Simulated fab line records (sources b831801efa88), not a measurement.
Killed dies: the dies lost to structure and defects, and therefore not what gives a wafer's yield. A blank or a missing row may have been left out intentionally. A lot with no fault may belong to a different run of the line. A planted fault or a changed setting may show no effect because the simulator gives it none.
fab line records + flow sfq_line
record
- lots=14
- wafers=42
- last_day=96
route steps=325 shown I7@307
lots with no fault: from the same line, run without faults
start_h: the number of hours between the record's first day and the start of the first shown wafer of the lot + wait_h: time in hours since the lot's previous step + " as in the row above + L1.1+2: several wafers, shown together as one row + - no value, or no start given + * or withheld: withheld + < > ~ a bound
route shown NAME@n: a module of which the file shows steps, and the number in the route of the first + usual: the fault-free wafers' mean and standard deviation + same: alike in all rows + chamber/n: place in a boat + sites: each site's reading + _std_site: the standard deviation of these + _edge_site: mean of outer sites minus mean of inner sites + radius_mm: how far each site lies from the wafer's centre + mask NAME#n: copy n + behind: tool/chamber where the wafer was last shaped + hold: the reason the lot was held/the length of the hold in hours/how it ended + device: which transistor (n, p or np) failed to switch + end of line: tests run on the same wafers once the route is complete + step lacking rows: just its recipe + killed: not the wafer's yield, but the dies lost to structure and defects at the first sort + map: per-die view of a wafer (x killed, . not killed, _ where there is no die)
set.NAME: the run value of the setting; set.NAME@STEP: its run value at that earlier step + model.NAME: the simulator's own value behind a step, which no gauge read
a sample of lots followed through the steps of the route, with each step as a table and each wafer as a row
services: from which hour (start_h, from the record's first day; less than 0 if before it) a tool's chamber was out of use, for how many hours, and why
## steps
# step SFQ_TRILAYER_I7_VIA_BARC_OPEN_VIA_ETCH_260
# recipe
- mask_material=PR
- chemistry=O2
- target_depth_nm=125
- target=BARC
- source_w=500
- bias_w=80
- pressure_mtorr=30
- time_s=41.7
# usual
- drypump_motor_current_A=5.8/0.41
- oes_product_au=0.685/0.0046
- rf_fwd_power_W=495.1/2.1
| lot.wafer | tool        | chamber | start_h | wait_h | drypump_motor_current_A | oes_product_au | rf_fwd_power_W | rf_hours_counter_h |
|-----------|-------------|---------|---------|--------|-------------------------|----------------|----------------|--------------------|
| L586.1    | rie_diel-04 | 0       | 2039.89 | 0.0    | 6.0                     | 0.682          | 495.6          | 2                  |
| L586.5    | "           | 3       | "       | "      | 5.5                     | 0.690          | 493.8          | -                  |
| L586.6    | "           | 0       | "       | "      | 6.0                     | 0.690          | 495.0          | -                  |
| L587.1    | rie_diel-03 | 1       | 2061.49 | 0.0    | 5.5                     | 0.689          | 496.7          | 2                  |
| L587.5    | "           | 2       | "       | "      | 6.5                     | 0.683          | 496.2          | -                  |
| L587.6    | "           | 1       | "       | "      | 5.5                     | 0.676          | 494.7          | -                  |
| L589.1    | rie_diel-01 | 2       | 2070.70 | 0.0    | 6.1                     | 0.685          | 496.4          | 19                 |
| L589.2    | "           | 0       | "       | "      | 5.4                     | 0.682          | 494.7          | 2                  |
| L589.5    | "           | 3       | "       | "      | 5.3                     | 0.676          | 498.6          | -                  |
| L590.1    | rie_diel-04 | 2       | 2075.50 | 0.0    | 6.2                     | 0.684          | 497.8          | 3                  |
| L590.3    | "           | 1       | "       | "      | 5.3                     | 0.683          | 496.1          | 17                 |
| L590.4    | "           | 3       | "       | "      | 5.6                     | 0.686          | 494.4          | 10                 |
| L591.1    | rie_diel-03 | 1       | 2085.10 | 0.0    | 5.5                     | 0.688          | 495.0          | 2                  |
| L591.4    | "           | 0       | "       | "      | 6.4                     | 0.688          | 493.1          | 17                 |
| L591.6    | "           | 1       | "       | "      | 5.5                     | 0.685          | 493.8          | -                  |
| L596.2    | rie_diel-01 | 3       | 2126.15 | 0.0    | 5.3                     | 0.678          | 499.5          | 4                  |
| L596.5    | "           | 1       | "       | "      | 6.0                     | 0.682          | 496.3          | -                  |
| L596.6    | "           | 0       | "       | "      | 5.4                     | 0.682          | 494.2          | -                  |
| L597.1    | rie_diel-03 | 2       | 2129.75 | 0.0    | 6.5                     | 0.694          | 698.8          | 18                 |
| L597.3    | "           | 1       | "       | "      | 5.5                     | 0.690          | 694.0          | 3                  |
| L597.4    | "           | 0       | "       | "      | 6.4                     | 0.683          | 694.8          | 17                 |
| L601.1    | rie_diel-04 | 0       | 2147.75 | 0.0    | 6.0                     | 0.686          | 496.6          | 3                  |
| L601.4    | "           | 1       | "       | "      | 5.3                     | 0.688          | 497.3          | 0                  |
| L601.5    | "           | 1       | "       | "      | 5.3                     | 0.688          | 498.6          | -                  |
| L600.4    | rie_diel-03 | 3       | 2152.68 | 0.0    | 6.2                     | 0.679          | 694.5          | 6                  |
| L600.5    | "           | 2       | "       | "      | 6.5                     | 0.687          | 698.4          | -                  |
| L600.6    | "           | 1       | "       | "      | 5.5                     | 0.689          | 695.4          | -                  |
| L602.1    | rie_diel-04 | 2       | 2160.63 | 0.0    | 6.2                     | 0.691          | 497.4          | 4                  |
| L602.2    | "           | 3       | "       | "      | 5.6                     | 0.685          | 494.7          | 11                 |
| L602.4    | "           | 0       | "       | "      | 6.0                     | 0.679          | 493.0          | 3                  |
| L604.1    | rie_diel-01 | 3       | 2163.54 | 0.0    | 5.3                     | 0.693          | 496.6          | 4                  |
| L604.2    | "           | 2       | "       | "      | 6.1                     | 0.686          | 493.7          | 1                  |
| L604.6    | "           | 0       | "       | "      | 5.4                     | 0.683          | 496.3          | -                  |
| L605.1    | rie_diel-04 | 1       | 2164.74 | 0.0    | 5.3                     | 0.689          | 494.5          | 1                  |
| L605.3    | "           | 0       | "       | "      | 6.0                     | 0.686          | 493.8          | 3                  |
| L605.6    | "           | 0       | "       | "      | 6.0                     | 0.689          | 494.6          | -                  |
| L608.4    | rie_diel-01 | 0       | 2215.66 | 0.0    | 5.5                     | 0.694          | 498.1          | 4                  |
| L608.5    | "           | 3       | "       | "      | 5.3                     | 0.684          | 495.3          | -                  |
| L608.6    | "           | 0       | "       | "      | 5.4                     | 0.684          | 495.6          | -                  |
| L609.2    | rie_diel-04 | 3       | 2220.26 | 0.0    | 5.6                     | 0.686          | 497.9          | 11                 |
| L609.5    | "           | 3       | "       | "      | 5.6                     | 0.692          | 496.4          | -                  |
| L609.6    | "           | 0       | "       | "      | 6.0                     | 0.687          | 490.9          | -                  |
## services
| tool        | chamber | start_h | hours | kind           |
|-------------|---------|---------|-------|----------------|
| rie_diel-04 | 3       | 2016.60 | 1.9   | repair         |
| rie_diel-03 | 1       | 2046.65 | 9.8   | repair         |
| rie_diel-03 | 3       | 2059.87 | 3.9   | repair         |
| rie_diel-01 | -       | 2059.91 | 2.1   | repair         |
| rie_diel-04 | 1       | 2069.95 | 2.8   | repair         |
| rie_diel-01 | 2       | 2073.93 | -     | clean          |
| rie_diel-01 | 2       | 2073.93 | 19.7  | scheduled_down |
| rie_diel-01 | 2       | 2073.93 | 19.7  | vent_cycle     |
| rie_diel-04 | 3       | 2085.07 | 5.4   | repair         |
| rie_diel-04 | 1       | 2088.25 | 8.2   | repair         |
| rie_diel-04 | 1       | 2102.19 | -     | clean          |
| rie_diel-04 | 1       | 2102.19 | 17.2  | scheduled_down |
| rie_diel-04 | 1       | 2102.19 | 17.2  | vent_cycle     |
| rie_diel-04 | 1       | 2126.44 | 2.6   | repair         |
| rie_diel-01 | 3       | 2128.05 | 2.3   | repair         |
| rie_diel-01 | -       | 2138.48 | 14.6  | pm             |
| rie_diel-03 | 1       | 2154.61 | 2.7   | repair         |
| rie_diel-03 | 2       | 2157.32 | -     | clean          |
| rie_diel-01 | 1       | 2171.10 | 21.2  | repair         |
| rie_diel-01 | 0       | 2187.58 | 1.3   | repair         |
| rie_diel-03 | 3       | 2190.10 | 3.6   | repair         |
| rie_diel-04 | -       | 2203.22 | 15.6  | pm             |
| rie_diel-03 | 0       | 2204.58 | 14.8  | repair         |
| rie_diel-01 | 0       | 2216.48 | 20.5  | repair         |
## key
first_sign
- step=SFQ_TRILAYER_I7_VIA_BARC_OPEN_VIA_ETCH_260
- reading=rf_fwd_power_W
- direction=up
- sigmas=94
- usual=495.1
- struck=696.0
effect none on later readings
met_at SFQ_TRILAYER_I7_VIA_BARC_OPEN_VIA_ETCH_260
struck_lots L597,L600
onset_between 2085.10 2129.75
fault
- kind=process_parameter_drift
- tool=rie_diel-03
- chamber=-
- onset_h=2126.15
- steps=SFQ_TRILAYER_I7_VIA_BARC_OPEN_VIA_ETCH_260
- channel=source_w
- offset=200
- shape=step
- end_h=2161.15
- acts_in=these_recipes_only
- stated=500
